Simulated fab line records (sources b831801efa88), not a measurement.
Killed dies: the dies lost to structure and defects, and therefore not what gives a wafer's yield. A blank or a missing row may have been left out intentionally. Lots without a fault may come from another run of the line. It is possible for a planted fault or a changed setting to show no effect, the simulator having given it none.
A lot that was struck, set against a sound lot :: flow sky130 :: 16 out of 708 route steps
Sound: wafers L570.2, L570.5, L570.6. Struck: wafers L561.2, L561.4, L561.5. At the end, the cause is stated.
For every step that has rows: the tool of each side, followed by ch and its chambers, followed by its first start. Under that, the readings that differ: sound wafers :: struck wafers :: difference of the means :: sigmas: that difference in standard deviations of wafers without a fault.
alike: same words and numbers on both sides, and readings whose means sit less than 2 such deviations apart. not compared: any withheld reading, any reading some wafer has no value for, any bound like >300 that may hide the same value, and any number with overlapping values for which the record gives no deviation.
The two part at a step that has a row with sigmas, a row that says differs or no value, or rows on one side only. Numbers that have no deviation but don't overlap get no sigmas and don't part them. A reading missing from all wafers of one side parts the sides only when that side holds two or more wafers.

first, 3 steps without rows for these wafers: SKY_FIELD_ISO_EXPOSE_10 (exposes mask FOM, target cd 150 nm); SKY_FIELD_ISO_PEB_11; SKY_FIELD_ISO_DEVELOP_12 (develop time 60 s).
SKY_FIELD_ISO_CD_MEAS_13 targets a cd of 150 nm.
  struck on cd_sem-01, day 2 19:01; sound on cd_sem-01, day 4 20:22
  alike: cd_nm
SKY_FIELD_ISO_ETCH_14: etches BARC in N2/H2, stops on SiO2, time 45.9 s, target depth 60 nm.
  sound on rie_diel-02 ch 0,3, day 4 20:28; struck on rie_diel-02 ch 0,2,3, day 2 19:07
  alike: drypump_motor_current_A, oes_product_au, throttle_valve_pct
  not compared: rf_hours_counter_h
SKY_FIELD_ISO_ETCH_15: etches the open film in CHF3/O2, stops on Si, target depth 180 nm, time 72 s.
  sound on rie_diel-02 ch 0,3, day 4 20:31; struck on rie_diel-02 ch 0,2,3, day 2 19:10
  alike: drypump_motor_current_A, oes_product_au, throttle_valve_pct
  not compared: rf_hours_counter_h
SKY_FIELD_ISO_STRIP_16: strips in O2/N2.
  sound on plasma_asher-04 ch 0,1, day 4 20:34; struck on plasma_asher-03 ch 0,1, day 2 19:13
  alike: drypump_motor_current_A, oes_product_au, strip_time_to_endpoint_s
  not compared: rf_hours_counter_h
SKY_FIELD_ISO_ETCH_17: etches Si in HBr/Cl2/O2, target depth 342 nm, time 97.7 s.
  sound on rie_si-02 ch 0,3, day 4 20:40; struck on rie_si-01 ch 2,3, day 2 19:19
  alike: drypump_motor_current_A, oes_product_au, throttle_valve_pct
  not compared: rf_hours_counter_h
then, 4 steps without rows for these wafers: SKY_FIELD_ISO_WET_ETCH_18 (etches Si3N4 in H3PO4, target depth 25 nm, time 286 s); SKY_FIELD_ISO_CLEAN_19 (cleans in SC1/SC2, time 150 s); SKY_FIELD_ISO_CLEAN_20 (cleans in dHF, time 20 s); SKY_FIELD_ISO_WET_ETCH_21 (etches SiO2 in dHF, target depth 20 nm, time 400 s).
SKY_FIELD_ISO_OXIDATION_22: stabilise 600 s, purge 300 s, target thk 10 nm.
  sound on furnace-02 ch 0, day 4 21:06; struck on furnace-01 ch 0, day 2 21:50
reading: spike_tc_bottom_C (C)
sound: 965.3 963.8 965.8
struck: 916.1 914.8 917.3
difference: -48.9
sigmas: -41

reading: spike_tc_centre_C (C)
sound: 951.2 950.3 951.5
struck: 900.1 903.7 903.1
difference: -48.7
sigmas: -44

reading: spike_tc_lower_C (C)
sound: 951.1 950.5 950.7
struck: 902.0 904.3 903.4
difference: -47.5
sigmas: -43

reading: spike_tc_top_C (C)
sound: 960.4 962.1 961.6
struck: 910.6 911.0 910.5
difference: -50.7
sigmas: -30

reading: spike_tc_upper_C (C)
sound: 951.0 950.1 950.9
struck: 899.9 899.2 900.7
difference: -50.7
sigmas: -28

reading: tube_center_temp_C (C)
sound: 950.02 949.96 950.03
struck: 903.04 902.77 902.82
difference: -47.13
sigmas: -99 or more

reading: tube_center_temp_C_max
sound: 952.7 952.1 952.3
struck: 905.4 905.3 905.5
difference: -47.0
sigmas: -99 or more

reading: zone_power_centre_pct (%)
sound: 22.7 22.7 22.5
struck: 18.8 18.7 18.8
difference: -3.9
sigmas: -6

reading: zone_power_lower_pct (%)
sound: 19.5 19.4 19.4
struck: 15.7 15.6 15.8
difference: -3.7
sigmas: -5

reading: model.SiO2_of_FIELD_ISO_OXIDATION_22.thk_nm (nm)
sound: 10.07 9.97 10.11
struck: 5.988 5.915 6.056
difference: -4.064
sigmas: 
SKY_FIELD_ISO_THK_MEAS_23:
  struck on film_metro-03, day 2 23:01; sound on film_metro-01, day 4 22:17
reading: FIELD_ISO_OXIDATION_01_THK (nm)
sound: 10.03 10.00 10.09
struck: 6.01 5.87 6.07
difference: -4.06
sigmas: -23
then, 1 step without rows for these wafers: SKY_FIELD_ISO_CVD_24 (deposits SiO2, target thk 595 nm, time 99.2 s).
-- here the record skips 43 days between the struck wafers' starts before and after, leaving off in module FIELD_ISO and picking up in module PAD_OPEN (first step shown: number 708 of the route) --
SKY_PAD_OPEN_PROBE_99:
  struck on prober-02, day 46 06:48; sound on prober-02, day 48 12:53
reading: model.etest.diode_ndiff_fingers.leak_log10_a_cm2
sound: -6.762 -6.854 -6.548
struck: -6.226 -6.383 -6.34
difference: +0.405
sigmas: 
  alike: killed_at_M0_to_M3, killed_at_M4_up, killed_at_contacts, killed_at_front_end, killed_at_other, killed_dies, killed_open, killed_short
  not compared: model.etest.diode_pdiff_fingers.leak_log10_a_cm2, model.etest.sram_nfet_pass.off_log10_a_um

WHERE THEY PART
At SKY_FIELD_ISO_OXIDATION_22 first; at SKY_FIELD_ISO_THK_MEAS_23 last (within this record only). Later steps at which nothing parts them and some readings are alike: SKY_PAD_OPEN_PROBE_99.

WHY: whatever the simulator had introduced
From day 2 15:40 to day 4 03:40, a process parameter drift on furnace-01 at SKY_FIELD_ISO_OXIDATION_22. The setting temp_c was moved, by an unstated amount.
